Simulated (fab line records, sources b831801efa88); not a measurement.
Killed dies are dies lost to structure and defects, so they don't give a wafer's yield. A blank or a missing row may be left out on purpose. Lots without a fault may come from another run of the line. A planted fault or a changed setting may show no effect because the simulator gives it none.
Which tool did it? | flow gf180mcu | 12 lots, 36 wafers sampled, at 6 steps of a route of 602

WHAT THE GAUGES READ, wafer by wafer
GF_HV_LDD_TW_MEAS_23. Usual: HV_LDD_2_TW 1058, standard deviation 5.5.
lot  | measured     | on            | HV_LDD_2_TW    | flag
L764 | day 10 15:04 | film_metro-04 | 1054 1056 1060 |
L766 | day 11 03:41 | film_metro-03 | 1068 1069 1065 |
L767 | day 11 19:11 | film_metro-03 | 1065 1066 1070 |
L768 | day 12 01:23 | film_metro-02 | 1052 1060 1056 |
L770 | day 12 14:53 | film_metro-03 | 1054 1050 1055 |
L772 | day 13 11:52 | film_metro-04 | 1054 1051 1053 |
L773 | day 13 12:17 | film_metro-04 | 1054 1047 1051 |
L783 | day 16 22:17 | film_metro-02 | 1069 1063 1058 |
L784 | day 17 05:34 | film_metro-04 | 1059 1047 1047 |
L785 | day 17 12:32 | film_metro-02 | 1063 1063 1060 |
L786 | day 17 16:12 | film_metro-02 | 1061 1065 1066 |
L787 | day 18 01:10 | film_metro-04 | 1064 1059 1064 |

GF_HV_LDD_TW_MEAS_38. Usual: HV_LDD_3_TW 1438, standard deviation 6.
lot  | measured     | on            | HV_LDD_3_TW    | flag
L764 | day 11 09:53 | film_metro-02 | 1442 1442 1440 |
L766 | day 11 23:26 | film_metro-04 | 1433 1431 1428 |
L767 | day 12 15:37 | film_metro-04 | 1440 1432 1444 |
L768 | day 12 21:42 | film_metro-03 | 1443 1440 1442 |
L770 | day 13 11:38 | film_metro-03 | 1435 1433 1430 |
L772 | day 14 08:44 | film_metro-02 | 1436 1436 1437 |
L773 | day 14 09:22 | film_metro-04 | 1447 1436 1442 |
L783 | day 17 21:37 | film_metro-02 | 1487 1488 1490 | OFF
L784 | day 18 05:02 | film_metro-04 | 1481 1484 1490 | OFF
L785 | day 18 12:56 | film_metro-02 | 1440 1433 1437 |
L786 | day 18 16:35 | film_metro-02 | 1445 1442 1437 |
L787 | day 19 01:44 | film_metro-02 | 1436 1445 1449 |

GF_HV_LDD_RS_MEAS_53: measures by four-point-probe. Usual: HV_LDD_RS 418.1 ohm/sq, standard deviation 0.84.
lot  | measured     | on            | HV_LDD_RS (ohm/sq) | flag
L764 | day 12 05:57 | film_metro-04 | 417.9 417.2 417.7  |
L766 | day 12 19:31 | film_metro-02 | 417.9 417.3 418.8  |
L767 | day 13 12:19 | film_metro-02 | 418.2 418.1 418.6  |
L768 | day 13 18:26 | film_metro-03 | 417.9 418.3 418.1  |
L770 | day 14 08:11 | film_metro-03 | 416.6 417.3 416.1  |
L772 | day 15 06:18 | film_metro-02 | 419.6 418.1 418.9  |
L773 | day 15 06:34 | film_metro-03 | 416.8 418.6 417.7  |
L783 | day 18 21:40 | film_metro-03 | 412.0 410.6 411.6  | OFF
L784 | day 19 05:36 | film_metro-04 | 410.9 410.6 410.2  | OFF
L785 | day 19 13:36 | film_metro-04 | 417.5 418.6 417.3  |
L786 | day 19 18:06 | film_metro-04 | 417.7 418.1 417.1  |
L787 | day 20 03:03 | film_metro-03 | 419.0 418.6 419.3  |

WHICH TOOL RAN EACH LOT (tool, then ch and the chambers of the sampled wafers, then the start)
lot  | GF_HV_LDD_IMPLANT_34            | GF_HV_LDD_STRIP_37                   | GF_HV_LDD_RTA_52
L764 | implanter-03 ch 0, day 11 09:20 | plasma_asher-02 ch 0, day 11 09:47   | rtp_anneal-01 ch 0, day 12 05:53
L766 | implanter-01 ch 0, day 11 22:53 | plasma_asher-01 ch 0,1, day 11 23:20 | rtp_anneal-02 ch 0, day 12 19:27
L767 | implanter-03 ch 0, day 12 15:04 | plasma_asher-02 ch 0,1, day 12 15:31 | rtp_anneal-02 ch 0, day 13 12:15
L768 | implanter-03 ch 0, day 12 21:10 | plasma_asher-02 ch 0,1, day 12 21:35 | rtp_anneal-02 ch 0, day 13 18:21
L770 | implanter-01 ch 0, day 13 11:04 | plasma_asher-04 ch 0,1, day 13 11:31 | rtp_anneal-01 ch 0, day 14 08:06
L772 | implanter-03 ch 0, day 14 08:13 | plasma_asher-01 ch 0,1, day 14 08:39 | rtp_anneal-02 ch 0, day 15 06:13
L773 | implanter-01 ch 0, day 14 08:49 | plasma_asher-04 ch 0,1, day 14 09:16 | rtp_anneal-01 ch 0, day 15 06:29
L783 | implanter-01 ch 0, day 17 21:04 | plasma_asher-04 ch 0,1, day 17 21:31 | rtp_anneal-01 ch 0, day 18 21:35
L784 | implanter-01 ch 0, day 18 04:29 | plasma_asher-04 ch 0,1, day 18 04:56 | rtp_anneal-01 ch 0, day 19 05:32
L785 | implanter-04 ch 0, day 18 12:23 | plasma_asher-02 ch 1, day 18 12:50   | rtp_anneal-01 ch 0, day 19 13:32
L786 | implanter-03 ch 0, day 18 16:02 | plasma_asher-04 ch 0,1, day 18 16:29 | rtp_anneal-01 ch 0, day 19 18:02
L787 | implanter-03 ch 0, day 19 01:11 | plasma_asher-01 ch 0,1, day 19 01:38 | rtp_anneal-01 ch 0, day 20 02:59
- GF_HV_LDD_IMPLANT_34
- GF_HV_LDD_STRIP_37: strips in O2/N2.
- GF_HV_LDD_RTA_52: time 10 s.

WHAT THE TOOLS THEMSELVES READ (means of the sampled wafers that have a number; where no wafer has one, the mark that the record gives instead)
GF_HV_LDD_IMPLANT_34. Usual: beam_on_s 9.98 s, standard deviation 0.2; dose_ions_cm2 7.5e+12, standard deviation 7.1e+09; end_station_pressure_torr 5.02e-06 Torr, standard deviation 2.5e-07; faraday_current_uA 42.4, standard deviation 0.82.
lot  | tool         | beam_on_s (s) | dose_ions_cm2 | end_station_pressure_torr (Torr) | faraday_current_uA | flag
L764 | implanter-03 | 9.87          | 7.5e+12       | 5.17e-06                         | 42.9               |
L766 | implanter-01 | 10.22         | 7.5e+12       | 5.00e-06                         | 41.4               |
L767 | implanter-03 | 9.84          | 7.5e+12       | 4.88e-06                         | 43.0               |
L768 | implanter-03 | 9.94          | 7.5e+12       | 5.16e-06                         | 42.5               |
L770 | implanter-01 | 9.94          | 7.5e+12       | 5.20e-06                         | 42.5               |
L772 | implanter-03 | 10.03         | 7.5e+12       | 4.92e-06                         | 42.2               |
L773 | implanter-01 | 10.04         | 7.5e+12       | 4.88e-06                         | 42.1               |
L783 | implanter-01 | 9.62          | 1.0e+13       | 4.86e-06                         | 61.0               | OFF
L784 | implanter-01 | 9.86          | 1.0e+13       | 4.68e-06                         | 59.8               | OFF
L785 | implanter-04 | 9.96          | 7.5e+12       | 4.89e-06                         | 42.5               |
L786 | implanter-03 | 10.08         | 7.5e+12       | 4.93e-06                         | 41.9               |
L787 | implanter-03 | 10.07         | 7.5e+12       | 4.90e-06                         | 42.1               |

GF_HV_LDD_STRIP_37. Usual: drypump_motor_current_A 5.6 A, standard deviation 0.38; heater_power_w 324 W, standard deviation 20; oes_product_au 0.716 a.u., standard deviation 0.0045; strip_time_to_endpoint_s 12.64 s, standard deviation 0.036.
lot  | tool            | drypump_motor_current_A (A) | heater_power_w (W) | oes_product_au (a.u.) | strip_time_to_endpoint_s (s) | flag
L764 | plasma_asher-02 | 5.6                         | 353                | 0.713                 | 12.70                        |
L766 | plasma_asher-01 | 5.0                         | 316                | 0.718                 | 12.67                        |
L767 | plasma_asher-02 | 5.8                         | 337                | 0.717                 | 12.66                        |
L768 | plasma_asher-02 | 5.8                         | 333                | 0.715                 | 12.67                        |
L770 | plasma_asher-04 | 5.6                         | 330                | 0.716                 | 12.66                        |
L772 | plasma_asher-01 | 5.0                         | 312                | 0.714                 | 12.63                        |
L773 | plasma_asher-04 | 5.7                         | 330                | 0.719                 | 12.64                        |
L783 | plasma_asher-04 | 5.6                         | 332                | 0.714                 | 12.64                        |
L784 | plasma_asher-04 | 5.7                         | 330                | 0.718                 | 12.64                        |
L785 | plasma_asher-02 | 6.1                         | 300                | 0.719                 | 12.65                        |
L786 | plasma_asher-04 | 5.6                         | 330                | 0.713                 | 12.64                        |
L787 | plasma_asher-01 | 5.0                         | 315                | 0.717                 | 12.58                        |

GF_HV_LDD_RTA_52. Usual: chamber_o2_ppm 2.005, standard deviation 0.02; lamp_power_pct 33.8 %, standard deviation 0.35; wafer_temp_C_max 1005.0, standard deviation 1.2.
lot  | tool          | chamber_o2_ppm | lamp_power_pct (%) | wafer_temp_C_max | flag
L764 | rtp_anneal-01 | 1.985          | 34.0               | 1005.2           |
L766 | rtp_anneal-02 | 2.004          | 33.3               | 1002.8           |
L767 | rtp_anneal-02 | 2.004          | 33.3               | 1005.0           |
L768 | rtp_anneal-02 | 1.992          | 33.3               | 1003.6           |
L770 | rtp_anneal-01 | 1.976          | 34.0               | 1004.9           |
L772 | rtp_anneal-02 | 2.016          | 33.3               | 1003.3           |
L773 | rtp_anneal-01 | 2.017          | 34.0               | 1005.6           |
L783 | rtp_anneal-01 | 2.006          | 34.0               | 1005.7           |
L784 | rtp_anneal-01 | 2.004          | 34.0               | 1005.7           |
L785 | rtp_anneal-01 | 2.007          | 34.0               | 1006.5           |
L786 | rtp_anneal-01 | 1.998          | 34.0               | 1006.4           |
L787 | rtp_anneal-01 | 2.026          | 34.0               | 1006.4           |

THE ANSWER, worked out from the rows above alone
Rule: a lot is off if the mean of its wafers that have a number lies more than 3 standard deviations from the usual mean. A lot without any number at a reading at which 4 lots or more have one is off too. The other lots that the step has rows for count as sound. The gauges are gone through in route order, then the tools' own readings, and for those a lot's mean is taken as printed above. The first step at which some lot is off is used, and at that step the reading that is off furthest; a lot without a number counts as furthest.
Off: L783, L784, at GF_HV_LDD_TW_MEAS_38 (HV_LDD_3_TW).
A tool fits if, at a process step before that reading, it ran every lot that is off, and no sound lot after the first of them. The gauges at GF_HV_LDD_TW_MEAS_38 aren't tried: what is off there is off at GF_HV_LDD_IMPLANT_34 too, on other tools, and a gauge's error can't cause that. One fits: implanter-01 at GF_HV_LDD_IMPLANT_34. Its last sound lot is L773 (day 14 08:49), its first lot that is off L783 (day 17 21:04): a fault that began between those two fits.
The tool's own readings at GF_HV_LDD_IMPLANT_34 bear it out: on the lots that are off they differ by more than 5 times the standard deviation of the sound lots' means. dose_ions_cm2 reads 1.0e+13 there against 7.5e+12 on the sound lots; faraday_current_uA reads 60.4 there against 42.3 on the sound lots.

WHAT THE SIMULATOR HAD PUT IN
Process parameter drift: implanter-01, from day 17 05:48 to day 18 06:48, at GF_HV_LDD_IMPLANT_34. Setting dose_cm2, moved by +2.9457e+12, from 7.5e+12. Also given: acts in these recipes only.
Lots struck among those shown: L783, L784. The rule above found the same.
